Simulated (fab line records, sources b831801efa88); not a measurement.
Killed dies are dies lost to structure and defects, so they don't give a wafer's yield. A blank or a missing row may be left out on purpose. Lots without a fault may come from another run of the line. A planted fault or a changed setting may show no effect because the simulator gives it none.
A struck lot beside a sound one | flow sky130 | 15 steps out of a route of 708
Sound: wafers L150.2, L150.3, L150.4. Struck: wafers L158.1, L158.2, L158.5. The cause comes at the end.
At each step with rows: each side's tool, then ch and its chambers, then its first start. Under that, the readings that differ: sound wafers | struck wafers | difference of the means | sigmas: that difference in standard deviations of wafers without a fault.
alike: readings whose means differ by less than 2 such deviations, and words and numbers that are the same on both sides. not compared: withheld readings, readings that some wafer has no value for, bounds like >300 that may hide the same value, and numbers for which the record gives no deviation and whose values overlap.
The two part at a step that has a row with sigmas, a row that says differs or no value, or rows on one side only. Numbers that don't overlap but have no deviation are shown without sigmas and don't part them. A reading that every wafer of one side lacks parts them only if that side has two wafers or more.

first, 2 steps without rows for these wafers: SKY_NWELL_PEB_08; SKY_NWELL_DEVELOP_09 (develop time 60 s).
SKY_NWELL_OVL_MEAS_10:
  sound on overlay-02, day 5 06:04; struck on overlay-02, day 7 01:52
  alike: NWELL_00_OVL
then, 3 steps without rows for these wafers: SKY_NWELL_IMPLANT_11; SKY_NWELL_IMPLANT_12; SKY_NWELL_IMPLANT_13.
SKY_NWELL_STRIP_14: strips in O2/N2.
  sound on plasma_asher-02 ch 0,1, day 5 06:32; struck on plasma_asher-02 ch 0,1, day 7 02:21
  alike: drypump_motor_current_A, oes_product_au, strip_time_to_endpoint_s
  not compared: rf_hours_counter_h
SKY_NWELL_TW_MEAS_15:
  sound on film_metro-01, day 5 06:39; struck on film_metro-04, day 7 02:27
  alike: NWELL_TW
then, 4 steps without rows for these wafers: SKY_NWELL_DEHYDRATE_16 (time 60 s); SKY_NWELL_HMDS_17 (prime time 60 s); SKY_NWELL_COAT_18 (resist thk 3000 nm); SKY_NWELL_SOFTBAKE_19.
SKY_NWELL_EXPOSE_20: exposes mask NWM COMPLEMENT, target cd 840 nm.
  sound on iline_stepper-02 ch 0, day 5 15:56; struck on iline_stepper-02 ch 0, day 7 12:47
  reading | sound                                              | struck                                                      | difference | sigmas
  mask    | NWM_COMPLEMENT#0 NWM_COMPLEMENT#0 NWM_COMPLEMENT#0 | NWM_COMPLEMENT_R1#0 NWM_COMPLEMENT_R1#0 NWM_COMPLEMENT_R1#0 | differs    |
  alike: reticle_temp_C
then, 1 step without rows for these wafers: SKY_NWELL_PEB_21.
-- the record jumps here: 41 days lie between the struck wafers' starts before and after (it left off in module NWELL and takes up again in module PAD_OPEN, whose first step shown is number 708 of the route) --
SKY_PAD_OPEN_PROBE_99:
  sound on prober-01, day 46 15:32; struck on prober-02, day 48 15:04
  reading                                     | sound                        | struck                        | difference | sigmas
  model.etest.pfet_16v.r_on_ohm_um            | 1.51e+04 1.514e+04 1.487e+04 | 1.605e+04 1.571e+04 1.571e+04 | +7.867e+02 |
  model.etest.nfet_16v.r_on_ohm_um            | 1.41e+04 1.412e+04 1.401e+04 | 1.376e+04 1.383e+04 1.372e+04 | -3.067e+02 |
  model.etest.res_iso_pwell.width_nm (nm)     | 2643 2645 2646               | 2551 2551 2522                | -103       |
  model.etest.res_nwell.width_nm (nm)         | 836 843.6 840.1              | 882.1 880.9 878.5             | +40.6      |
  model.etest.pfet_16v.drive_ua_um            | 252.1 251.8 256.1            | 226.2 230.4 231.9             | -23.8      |
  model.etest.iso_nwell_nwell.leak_log10_a_um | -13.06 -13.21 -13.1          | -12.77 -12.65 -12.71          | +0.41      |

WHERE THEY PART
Only at SKY_NWELL_EXPOSE_20, within this record.

WHY: what the simulator had put in
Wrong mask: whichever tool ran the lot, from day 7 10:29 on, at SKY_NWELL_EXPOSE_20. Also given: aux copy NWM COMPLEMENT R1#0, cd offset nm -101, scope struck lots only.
